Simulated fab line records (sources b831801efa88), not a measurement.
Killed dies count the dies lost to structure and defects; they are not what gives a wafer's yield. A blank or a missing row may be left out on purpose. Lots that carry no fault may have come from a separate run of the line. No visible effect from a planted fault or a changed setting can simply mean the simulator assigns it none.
2 desks, one fault | flow gf180mcu | every desk sees just its own numbers, and what lay behind them comes last

METROLOGY DESK
What the gauges read, lot by lot, whatever tool the lot ran on: means of the sampled wafers that have a number. Any lot whose mean is over 4 standard deviations away from the usual mean is out of limits and marked OUT; that distance is given in the brackets.
Columns: A = CONTACT_W_RS at GF_CONTACT_RS_MEAS_25, usual 0.381 ohm/sq; B = CONTACT_W_THK at GF_CONTACT_THK_MEAS_26, usual 299 nm; C = M1_ALCU_RS at GF_M1_RS_MEAS_05, usual 0.0693 ohm/sq; D = M1_ALCU_THK at GF_M1_THK_MEAS_06, usual 455 nm
lot  | first seen here | A     | B   | C      | D
L408 | day 16 04:16    | 0.381 | 300 | 0.0700 | 446
L410 | day 16 17:16    | 0.391 | 294 | 0.0697 | 453
L420 | day 20 11:31    | 0.382 | 296 | 0.0701 | 452
L429 | day 23 16:29    | 0.377 | 302 | 0.0708 | 448
L431 | day 24 13:43    | 0.382 | 296 | 0.0699 | 453
This desk found nothing out of limits on any of the 5 lots.

FOR THE TOOL OWNER'S DESK: pvd-sputter-02
The tool's own readings at GF_M1_SPUTTER_02 (material AlCu, target thk 450 nm, time 23.9 s): means of the sampled wafers that have a number, for each lot that ran on this tool. Any lot whose mean is over 4 standard deviations away from the usual mean is out of limits and marked OUT; that distance is given in the brackets.
Columns: A = cathode-dc-power-W at GF_M1_SPUTTER_02, usual 10600 W; B = throttle-valve-pct at GF_M1_SPUTTER_02, usual 30.0 %
lot  | first seen here | A     | B
L410 | day 16 17:53    | 10601 | 30.0
L420 | day 20 12:07    | 10601 | 28.8
This desk found nothing out of limits on any of the 2 lots.

TAKEN TOGETHER
Metrology desk: nothing out of limits seen.
The tool owner's desk saw nothing out of limits.

WHAT THE SIMULATOR HAD PUT IN
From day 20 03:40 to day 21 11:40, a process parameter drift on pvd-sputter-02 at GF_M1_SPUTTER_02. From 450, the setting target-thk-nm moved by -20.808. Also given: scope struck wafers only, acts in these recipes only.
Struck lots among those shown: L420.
